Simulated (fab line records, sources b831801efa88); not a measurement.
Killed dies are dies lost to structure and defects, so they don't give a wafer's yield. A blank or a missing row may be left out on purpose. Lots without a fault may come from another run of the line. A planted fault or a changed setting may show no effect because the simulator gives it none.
Chamber matching | flow sky130 | SKY_CONTACT_CMP_04 on cmp-02: 4 sister chambers
The step polishes SiO2. 16 wafers are shown with their chamber, then 7 later ones without.

WAFERS WITH THEIR CHAMBER
wafer  | chamber | motor_current_A (A) | slurry_flow_ml_min | time_to_endpoint_s (s)
L826.2 | 2       | 12.6                | 149.4              | 82
L826.4 | 3       | 10.9                | 150.3              | 75
L826.5 | 2       | 12.1                | 150.0              | 79
L827.4 | 3       | 11.2                | 149.9              | 79
L827.5 | 0       | 10.4                | 149.6              | 87
L827.6 | 3       | 11.3                | 150.1              | 78
L828.1 | 3       | 10.8                | 150.2              | 77
L828.4 | 2       | 12.6                | 149.7              | 76
L828.5 | 0       | 10.5                | 150.6              | 75
L831.2 | 3       | 10.7                | 150.4              | 72
L831.3 | 2       | 12.1                | 149.6              | 84
L831.6 | 2       | 12.0                | 149.6              | 75
L833.2 | 1       | 11.0                | 149.4              | 77
L833.3 | 0       | 11.4                | 149.7              | 84
L833.4 | 3       | 10.9                | 150.7              | 78
L835.1 | 3       | 11.4                | 150.1              | 73

SIGNATURES (means of the wafers above)
reading            | chamber 0 | chamber 1 | chamber 2 | chamber 3 | scatter within a chamber
motor_current_A    | 10.767    | 11.000    | 12.280    | 11.029    | 0.34
slurry_flow_ml_min | 149.967   | 149.400   | 149.660   | 150.243   | 0.316
time_to_endpoint_s | 82.00     | 77.00     | 79.20     | 76.00     | 3.88
Rule: a wafer's distance from a chamber is the root of the sum, over the readings, of the square of ((its reading less the chamber's mean) divided by the reading's scatter). The wafer belongs to the nearest chamber; if the next one is less than 2 further off, it can't be placed. The scatter: the root of (the sum of the squares of (reading less its chamber's mean) over the shown wafers, divided by (wafers less chambers)).

WAFERS WITHOUT THEIR CHAMBER
wafer  | motor_current_A (A) | slurry_flow_ml_min | time_to_endpoint_s (s)
L835.3 | 11.4                | 149.4              | 74
L835.5 | 11.0                | 150.5              | 70
L841.1 | 10.7                | 150.3              | 73
L841.2 | 12.4                | 150.8              | 74
L841.5 | 10.6                | 150.0              | 73
L843.4 | 11.9                | 150.2              | 80
L843.6 | 10.8                | 149.3              | 77

WHICH CHAMBER EACH WENT THROUGH
wafer  | from the rows above               | in truth
L835.3 | can't be placed: 1 or 3 or 2 or 0 | 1
L835.5 | can't be placed: 3 or 0           | 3
L841.1 | can't be placed: 3 or 0 or 1      | 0
L841.2 | can't be placed: 2 or 3 or 0      | 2
L841.5 | can't be placed: 3 or 0 or 1      | 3
L843.4 | can't be placed: 2 or 3 or 0 or 1 | 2
L843.6 | can't be placed: 1 or 0           | 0
Placed correctly: 0 of 7. Can't be placed from these rows: 7 (the true chamber is among the candidates in 7). Placed wrongly: 0.
